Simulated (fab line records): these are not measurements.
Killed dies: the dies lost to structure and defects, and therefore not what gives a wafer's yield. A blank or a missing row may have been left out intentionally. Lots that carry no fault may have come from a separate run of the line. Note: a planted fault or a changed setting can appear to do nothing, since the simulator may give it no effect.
fab line records	flow sky130
record: lots: 6	wafers: 18	lastDay: 48
route steps=708 shown LDD_HVP@287 LDD_LDN@289 PAD_OPEN@708
lots that met no fault: taken from a fault-free run of the same line
startH: start of the lot's first displayed wafer, in hours after the record's first day	waitH: time in hours since the lot's previous step	" same as the row above	L1.1+2: a single row standing in for several wafers	- value missing, or start not given	* or withheld: withheld	< > ~ a bound
route shown NAME@n: names a module that has steps shown in the file, with the first one's number in the route	usual: average and standard deviation across the fault-free wafers	same: alike in all rows	chamber/n: place in a boat	sites: readings site by site	_std_site: the values' standard deviation	_edge_site: inner sites' mean taken away from outer sites' mean	radiusMm: how far each site lies from the wafer's centre	mask NAME#n: copy n	behind: the last tool/chamber to shape the wafer	hold: the reason the lot was held/the length of the hold in hours/how it ended	device: the n, p or np transistor that did not switch	end of line: at the end of the route, the tests of the same wafers	for a step that has no rows: nothing shown but its recipe	killed: count of dies lost to structure and defects at first sort (not the wafer's yield)	map: per-die view of a wafer (x killed, . not killed, _ where there is no die)
set.NAME: setting as actually run; set.NAME@STEP: the setting as run at that earlier step	model.NAME: the simulator's own value behind a step, which no gauge read
a table for each step, a row for each wafer; lots at some steps of the route
services: from which hour (startH, from the record's first day; less than 0 if before it) a tool's chamber was out of use, for how many hours, and why
== steps ==
step: SKY_LDD_HVP_STRIP_09
recipe: chemistry: O2/N2	powerW: 1400	pressureMtorr: 1500	platenTempC: withheld	o2FlowSccm: 3000	n2FlowSccm: 300	overashFraction: 0.5
usual: chamberPressureMTorr: 1500.2/1.3	drypumpMotorCurrentA: 5.6/0.53	o2FlowSccm: 3000/8	oesProductAu: 0.409/0.005	stripTimeToEndpointS: 4.134/0.015
lot.wafer	tool	chamber	startH	waitH	chamberPressureMTorr	drypumpMotorCurrentA	o2FlowSccm	oesProductAu	rfHoursCounterH	stripTimeToEndpointS
L311.1	plasmaAsher-02	0	506.37	0.1	1501.9	5.0	2992	0.410	38	4.128
L311.3	"	1	"	"	1501.0	6.1	3002	0.416	-	4.145
L311.4	"	0	"	"	1497.8	5.0	2985	0.412	-	4.119
L312.1	plasmaAsher-01	0	510.56	0.1	1499.8	6.3	3007	0.413	8	4.134
L312.3	"	0	"	"	1501.7	6.3	3002	0.416	-	4.127
L312.6	"	1	"	"	1499.5	5.7	3001	0.408	-	4.141
L319.3	plasmaAsher-02	1	577.00	0.1	1499.0	6.1	3009	0.406	-	4.136
L319.4	"	0	"	"	1498.4	5.0	3007	0.417	-	4.129
L319.5	"	1	"	"	1500.6	6.1	2998	0.401	-	4.135
L321.1	plasmaAsher-01	1	593.77	0.1	1497.0	5.7	3004	0.411	16	4.135
L321.2	"	0	"	"	1502.2	6.3	3001	0.413	16	4.121
L321.3	"	1	"	"	1501.2	5.7	3006	0.404	-	4.131
L322.1	plasmaAsher-01	1	598.92	0.2	1500.7	5.6	3002	0.405	17	4.145
L322.2	"	0	"	"	1503.0	6.4	2991	0.406	17	4.147
L322.6	"	1	"	"	1500.4	5.6	2997	0.419	-	4.130
L323.1	plasmaAsher-02	1	610.46	0.1	1500.2	6.1	3009	0.408	47	4.130
L323.3	"	0	"	"	1499.6	5.0	3001	0.412	-	4.152
L323.5	"	0	"	"	1499.9	5.0	2992	0.415	-	4.110
step: SKY_LDD_HVP_TW_MEAS_10
usual: LDD_HVP_TW: 457/7.5
lot.wafer	tool	chamber	startH	waitH	LDD_HVP_TW
L311.1	filmMetro-03	-	506.47	0.1	449
L311.3	"	-	"	"	450
L311.4	"	-	"	"	450
L312.1	filmMetro-02	-	510.66	0.1	460
L312.3	"	-	"	"	460
L312.6	"	-	"	"	458
L319.3	filmMetro-01	-	577.09	0.1	465
L319.4	"	-	"	"	464
L319.5	"	-	"	"	463
L321.1	filmMetro-01	-	593.87	0.1	467
L321.2	"	-	"	"	466
L321.3	"	-	"	"	464
L322.1	filmMetro-02	-	599.02	0.1	460
L322.2	"	-	"	"	460
L322.6	"	-	"	"	460
L323.1	filmMetro-01	-	610.56	0.1	466
L323.3	"	-	"	"	468
L323.5	"	-	"	"	465
step: SKY_LDD_LDN_DEHYDRATE_00
recipe: tempC: 200	timeS: 60
step: SKY_LDD_LDN_HMDS_01
recipe: primeTimeS: 60	primeTempC: 120
step: SKY_LDD_LDN_COAT_02
recipe: resist: NOVOLAK	spinRpm: 3000	resistThkNm: 1140
step: SKY_LDD_LDN_SOFTBAKE_03
recipe: tempC: 90	timeS: 60	resist: NOVOLAK
step: SKY_LDD_LDN_EXPOSE_04
recipe: maskId: LDNTM	na: 0.6	sourceShape: conventional	sigmaOuter: 0.6	polarization: unpolarized	targetCdNm: 700	doseMj: 140
step: SKY_LDD_LDN_PEB_05
recipe: tempC: withheld	timeS: *	resist: NOVOLAK
step: SKY_LDD_LDN_DEVELOP_06
recipe: resist: NOVOLAK	developer: TMAH	developTimeS: 60	devTempC: 23
step: SKY_LDD_LDN_OVL_MEAS_07
usual: LDD_LDN_OVL: 1.2/1.3
lot.wafer	tool	chamber	startH	waitH	LDD_LDN_OVL[nm]
L311.1	overlay-01	-	536.93	0.1	0.9
L311.3	"	-	"	"	0.0
L311.4	"	-	"	"	1.7
L312.1	overlay-02	-	540.39	0.1	3.0
L312.3	"	-	"	"	2.2
L312.6	"	-	"	"	2.6
L319.3	overlay-01	-	605.95	0.1	1.3
L319.4	"	-	"	"	0.9
L319.5	"	-	"	"	2.4
L321.1	overlay-02	-	621.73	0.1	0.1
L321.2	"	-	"	"	2.1
L321.3	"	-	"	"	0.2
L322.1	overlay-01	-	627.13	0.1	0.1
L322.2	"	-	"	"	2.1
L322.6	"	-	"	"	2.5
L323.1	overlay-02	-	639.74	0.1	0.1
L323.3	"	-	"	"	1.4
L323.5	"	-	"	"	0.6
step: SKY_LDD_LDN_IMPLANT_08
recipe: species: As	energyKev: 15	doseCm2: 1.25e+13	tiltDeg: withheld	rotationDeg: 23
step: SKY_LDD_LDN_IMPLANT_09
recipe: species: As	energyKev: 15.17	doseCm2: 1.25e+13	tiltDeg: withheld	rotationDeg: 113
step: SKY_LDD_LDN_IMPLANT_10
recipe: species: As	energyKev: 15	doseCm2: 1.25e+13	tiltDeg: withheld	rotationDeg: 203
usual: doseIonsCm2: 1.2499e+13/1.2e+10
lot.wafer	tool	chamber	startH	waitH	doseIonsCm2
L311.1	implanter-01	0	537.26	0.1	1.2495e+13
L311.3	"	0	"	"	1.2493e+13
L311.4	"	0	"	"	1.2495e+13
L312.1	implanter-01	0	540.73	0.1	1.2479e+13
L312.3	"	0	"	"	1.2485e+13
L312.6	"	0	"	"	1.2504e+13
L319.3	implanter-04	0	606.33	0.1	1.2496e+13
L319.4	"	0	"	"	1.2487e+13
L319.5	"	0	"	"	1.2489e+13
L321.1	implanter-04	0	622.07	0.1	1.2503e+13
L321.2	"	0	"	"	1.2502e+13
L321.3	"	0	"	"	1.2522e+13
L321.1	implanter-04	0	622.38	0.3	1.2511e+13
L321.2	"	0	"	"	1.2501e+13
L321.3	"	0	"	"	1.25e+13
L322.1	implanter-04	0	627.46	0.1	1.2481e+13
L322.2	"	0	"	"	1.2494e+13
L322.6	"	0	"	"	1.2487e+13
L323.1	implanter-02	0	640.08	0.1	1.2507e+13
L323.3	"	0	"	"	1.2511e+13
L323.5	"	0	"	"	1.2488e+13
L323.1	implanter-02	0	640.39	0.3	1.2496e+13
L323.3	"	0	"	"	1.2503e+13
L323.5	"	0	"	"	1.2478e+13
step: SKY_LDD_LDN_IMPLANT_11
recipe: species: As	energyKev: 15	doseCm2: 1.25e+13	tiltDeg: withheld	rotationDeg: 293
step: SKY_LDD_LDN_STRIP_12
recipe: chemistry: O2/N2	powerW: 1400	pressureMtorr: 1500	platenTempC: withheld	o2FlowSccm: 3000	n2FlowSccm: 300	overashFraction: 0.5
usual: chamberPressureMTorr: 1500.0/1.3	drypumpMotorCurrentA: 5.7/0.49	o2FlowSccm: 2999/10	oesProductAu: 0.716/0.0045	stripTimeToEndpointS: 14.19/0.037
lot.wafer	tool	chamber	startH	waitH	chamberPressureMTorr	drypumpMotorCurrentA	o2FlowSccm	oesProductAu	rfHoursCounterH	stripTimeToEndpointS
L311.1	plasmaAsher-01	1	537.56	0.1	1499.7	5.6	2994	0.720	11	14.19
L311.3	"	0	"	"	1501.3	6.3	3014	0.716	-	14.23
L311.4	"	1	"	"	1499.0	5.7	3003	0.710	-	14.16
L312.1	plasmaAsher-02	0	541.03	0.1	1499.6	5.0	3007	0.718	42	14.15
L312.3	"	0	"	"	1500.2	5.0	2998	0.716	-	14.13
L312.6	"	0	"	"	1499.6	5.0	3001	0.718	-	14.14
L319.3	plasmaAsher-03	1	606.61	0.1	1500.0	6.1	2995	0.712	-	14.21
L319.4	"	0	"	"	1499.1	5.2	3005	0.713	-	14.24
L319.5	"	0	"	"	1499.0	5.2	2996	0.708	-	14.25
L321.1	plasmaAsher-01	1	622.68	0.1	1499.2	5.7	3002	0.716	19	14.30
L321.2	"	0	"	"	1503.4	6.3	2980	0.718	19	14.23
L321.3	"	1	"	"	1500.3	5.7	2993	0.712	-	14.25
L322.1	plasmaAsher-03	0	627.76	0.1	1501.7	5.2	3014	0.724	91	14.12
L322.2	"	1	"	"	1500.5	6.1	3013	0.721	91	14.16
L322.6	"	0	"	"	1501.7	5.2	3022	0.721	-	14.17
L323.1	plasmaAsher-02	1	640.69	0.1	1499.7	6.1	2995	0.715	50	14.21
L323.3	"	1	"	"	1503.3	6.1	2982	0.715	-	14.24
L323.5	"	1	"	"	1498.9	6.1	3013	0.720	-	14.19
step: SKY_LDD_LDN_TW_MEAS_13
usual: LDD_LDN_TW: 1481/15
lot.wafer	tool	chamber	startH	waitH	LDD_LDN_TW
L311.1	filmMetro-04	-	537.66	0.1	1483
L311.3	"	-	"	"	1479
L311.4	"	-	"	"	1488
L312.1	filmMetro-03	-	541.13	0.1	1452
L312.3	"	-	"	"	1454
L312.6	"	-	"	"	1458
L319.3	filmMetro-02	-	606.70	0.1	1480
L319.4	"	-	"	"	1497
L319.5	"	-	"	"	1491
L321.1	filmMetro-03	-	622.78	0.1	1561
L321.2	"	-	"	"	1568
L321.3	"	-	"	"	1561
L321.1	filmMetro-03	-	623.01	0.2	1562
L321.2	"	-	"	"	1563
L321.3	"	-	"	"	1569
L322.1	filmMetro-02	-	627.86	0.1	1487
L322.2	"	-	"	"	1494
L322.6	"	-	"	"	1497
L323.1	filmMetro-02	-	640.79	0.1	1598
L323.3	"	-	"	"	1587
L323.5	"	-	"	"	1598
L323.1	filmMetro-02	-	641.02	0.2	1591
L323.3	"	-	"	"	1588
L323.5	"	-	"	"	1593
step: SKY_LDD_LDN_CLEAN_14
recipe: chemistry: SC1/SC2	mix: 1:4:20	tempC: 70	timeS: 150	dry: n2Spin
step: SKY_PAD_OPEN_PROBE_99
usual: killed_at_M0_to_M3: 45/6.8	killed_at_M4_up: 3.1/2	killedAtContacts: 23/5.2	killedAtFrontEnd: 14/3.7	killedAtOther: 0.3/0.61	killedDies: 86/9	killedOpen: 46/6.9	killedShort: 39/6.4
same: grossDies: 492	killedAtBackSide: 0
lot.wafer	tool	chamber	startH	waitH	killed_at_M0_to_M3	killed_at_M4_up	killedAtContacts	killedAtFrontEnd	killedAtOther	killedDies	killedOpen	killedShort	model.etest.tipSonos.rsOhmSq
L311.1	prober-02	-	1086.83	0.1	42	7	22	15	1	87	46	41	2657
L311.3	prober-02	-	1086.93	0.2	45	1	27	14	0	87	48	39	2630
L311.4	prober-02	-	1086.98	0.2	40	3	23	11	0	77	45	32	2674
L312.1	prober-01	-	1087.96	0.1	37	3	27	14	2	83	50	32	2696
L312.3	prober-01	-	1088.06	0.2	39	2	25	19	0	85	40	45	2674
L312.6	prober-01	-	1088.21	0.2	31	6	16	13	0	66	32	33	2707
L319.3	prober-02	-	1127.39	0.2	43	3	25	16	0	87	37	50	2667
L319.4	prober-02	-	1127.44	0.2	48	6	18	17	0	89	44	45	2732
L319.5	prober-02	-	1127.49	0.2	39	3	20	13	2	77	43	34	2674
L321.1	prober-02	-	1139.16	0.1	48	2	23	14	1	88	43	45	2467
L321.2	prober-02	-	1139.21	0.1	43	3	22	12	0	80	42	37	2483
L321.3	prober-02	-	1139.26	0.2	37	1	31	14	0	83	55	28	2489
L322.1	prober-01	-	1141.25	0.1	36	4	24	17	0	81	37	43	2738
L322.2	prober-01	-	1141.30	0.1	42	4	21	11	1	79	41	38	2719
L322.6	prober-01	-	1141.50	0.2	45	3	23	12	1	84	34	50	2699
L323.1	prober-02	-	1151.36	0.1	53	1	34	12	0	100	52	48	2359
L323.3	prober-02	-	1151.46	0.2	53	4	16	15	0	88	51	34	2322
L323.5	prober-02	-	1151.56	0.2	46	4	26	7	0	83	48	35	2322
killed by level:class
L311.1 VIA1:geometricParticle:open=9 CONTACT:geometricParticle:open=7 METAL2:geometricParticle:short=7 VIA2:geometricParticle:open=6 POLY_GATE:geometricParticle:short=5 LI_CONTACT:geometricParticle:open=5 VIA3:geometricParticle:open=5 VIA1:geometricParticle:short=5
L311.3 VIA1:geometricParticle:open=14 CONTACT:geometricParticle:open=8 VIA1:geometricParticle:short=7 VIA3:geometricParticle:open=7 METAL1:geometricParticle:short=6 LI_CONTACT:geometricParticle:open=5 POLY_GATE:geometricParticle:short=4 LI_CONTACT:geometricParticle:short=4
L311.4 VIA1:geometricParticle:open=11 LI_CONTACT:geometricParticle:open=10 CONTACT:geometricParticle:open=6 METAL1:geometricParticle:short=6 VIA3:geometricParticle:open=6 CONTACT:geometricParticle:short=4 POLY_GATE:geometricParticle:open=3 METAL4:geometricParticle:short=3
L312.1 CONTACT:geometricParticle:open=11 VIA1:geometricParticle:open=9 POLY_GATE:geometricParticle:open=7 VIA3:geometricParticle:open=7 LI_CONTACT:geometricParticle:open=6 VIA2:geometricParticle:open=5 LI_CONTACT:geometricParticle:short=4 METAL1:geometricParticle:short=4
L312.3 CONTACT:geometricParticle:open=7 CONTACT:geometricParticle:short=7 VIA1:geometricParticle:open=7 POLY_GATE:geometricParticle:short=6 LI_CONTACT:geometricParticle:open=6 METAL2:geometricParticle:short=6 VIA3:geometricParticle:short=6 POLY_GATE:geometricParticle:open=5
L312.6 VIA1:geometricParticle:open=8 METAL1:geometricParticle:short=7 CONTACT:geometricParticle:open=7 LI_CONTACT:geometricParticle:open=4 VIA2:geometricParticle:open=4 VIA3:geometricParticle:short=4 METAL4:geometricParticle:short=4 POLY_GATE:geometricParticle:short=3
L319.3 CONTACT:geometricParticle:open=10 VIA1:geometricParticle:short=10 VIA1:geometricParticle:open=9 METAL2:geometricParticle:short=7 METAL1:geometricParticle:short=6 LOCAL_INTERCONNECT:geometricParticle:short=5 FIELD_ISO:geometricParticle:short=4 POLY_GATE:geometricParticle:open=4
L319.4 CONTACT:geometricParticle:open=11 VIA2:geometricParticle:short=10 METAL1:geometricParticle:short=9 FIELD_ISO:geometricParticle:open=7 VIA1:geometricParticle:open=7 LI_CONTACT:geometricParticle:open=5 METAL2:geometricParticle:short=5 FIELD_ISO:geometricParticle:short=4
L319.5 VIA1:geometricParticle:open=8 VIA3:geometricParticle:open=7 CONTACT:geometricParticle:open=7 LOCAL_INTERCONNECT:geometricParticle:short=6 LI_CONTACT:geometricParticle:open=5 METAL1:geometricParticle:short=5 VIA2:geometricParticle:short=5 VIA2:geometricParticle:open=5
L321.1 VIA2:geometricParticle:open=11 CONTACT:geometricParticle:open=9 LI_CONTACT:geometricParticle:open=7 METAL1:geometricParticle:short=7 VIA1:geometricParticle:open=7 METAL2:geometricParticle:short=7 POLY_GATE:geometricParticle:short=5 FIELD_ISO:geometricParticle:short=4
L321.2 VIA1:geometricParticle:open=13 VIA3:geometricParticle:open=9 CONTACT:geometricParticle:open=7 METAL2:geometricParticle:short=6 LI_CONTACT:geometricParticle:open=5 POLY_GATE:geometricParticle:short=4 VIA1:geometricParticle:short=4 VIA3:geometricParticle:short=4
L321.3 CONTACT:geometricParticle:open=12 LI_CONTACT:geometricParticle:open=11 VIA1:geometricParticle:open=9 VIA2:geometricParticle:open=8 METAL1:geometricParticle:short=6 POLY_GATE:geometricParticle:open=5 POLY_GATE:geometricParticle:short=5 LOCAL_INTERCONNECT:geometricParticle:short=5
L322.1 CONTACT:geometricParticle:open=9 VIA2:geometricParticle:open=8 FIELD_ISO:geometricParticle:short=6 LI_CONTACT:geometricParticle:open=6 CONTACT:geometricParticle:short=6 VIA1:geometricParticle:open=6 VIA1:geometricParticle:short=5 POLY_GATE:geometricParticle:short=5
L322.2 VIA1:geometricParticle:open=11 METAL2:geometricParticle:short=7 CONTACT:geometricParticle:open=6 VIA2:geometricParticle:open=6 FIELD_ISO:geometricParticle:short=5 LI_CONTACT:geometricParticle:open=5 VIA1:geometricParticle:short=5 LOCAL_INTERCONNECT:geometricParticle:short=4
L322.6 METAL1:geometricParticle:short=11 CONTACT:geometricParticle:short=7 LI_CONTACT:geometricParticle:open=7 VIA1:geometricParticle:open=7 VIA1:geometricParticle:short=6 METAL2:geometricParticle:short=6 LOCAL_INTERCONNECT:geometricParticle:short=5 FIELD_ISO:geometricParticle:open=4
L323.1 CONTACT:geometricParticle:open=14 VIA1:geometricParticle:open=12 CONTACT:geometricParticle:short=7 METAL2:geometricParticle:short=7 VIA3:geometricParticle:open=6 LOCAL_INTERCONNECT:geometricParticle:short=5 METAL1:geometricParticle:short=5 VIA1:geometricParticle:short=5
L323.3 VIA1:geometricParticle:open=18 METAL1:geometricParticle:short=7 METAL2:geometricParticle:short=6 POLY_GATE:geometricParticle:open=6 VIA3:geometricParticle:open=6 CONTACT:geometricParticle:open=5 LI_CONTACT:geometricParticle:open=4 LOCAL_INTERCONNECT:geometricParticle:short=4
L323.5 VIA1:geometricParticle:open=10 VIA2:geometricParticle:open=10 CONTACT:geometricParticle:open=8 LI_CONTACT:geometricParticle:open=7 METAL1:geometricParticle:short=7 VIA3:geometricParticle:open=6 LOCAL_INTERCONNECT:geometricParticle:short=5 METAL2:geometricParticle:short=4
== services ==
tool	chamber	startH	hours	kind
plasmaAsher-03	-	485.90	5.9	repair
plasmaAsher-02	-	514.41	2.8	pm
implanter-01	-	532.23	4.0	repair
implanter-02	-	541.21	40.7	pm
plasmaAsher-01	-	545.91	7.1	repair
plasmaAsher-02	-	581.25	0.8	repair
implanter-02	-	581.87	4.3	pm
plasmaAsher-02	-	589.04	14.1	repair
implanter-04	-	589.46	1.2	repair
implanter-02	-	620.76	2.2	repair
== key ==
firstSign: step: SKY_LDD_LDN_IMPLANT_10	reading: visit	direction: added
effect: step: SKY_LDD_LDN_TW_MEAS_13	reading: visit	direction: added
effect: step: SKY_LDD_LDN_TW_MEAS_13	reading: LDD_LDN_TW	direction: up	sigmas: 6.5	usual: 1481	struck: 1579
modelEffect: step: SKY_PAD_OPEN_PROBE_99	value: etest.tipSonos.rsOhmSq	without: 2755	struck: 2407
metAt SKY_LDD_LDN_IMPLANT_10
struckWafers L321.1,L321.2,L321.3,L323.1,L323.3,L323.5
testerLeftOut L321,L323
fault: kind: repeatedStepWhole	tool: implanter-01,implanter-02,implanter-04	chamber: -	onsetH: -	steps: SKY_LDD_LDN_IMPLANT_10	times: 1	scope: struckLotsOnly
testerLeftOut: of these lots the tester's yield and bins aren't shown, on N5 and GAA mostly nor the transistor test; their killed dies are dies lost to structure and defects alone, not to doping, threshold or leakage, so they don't give the yield
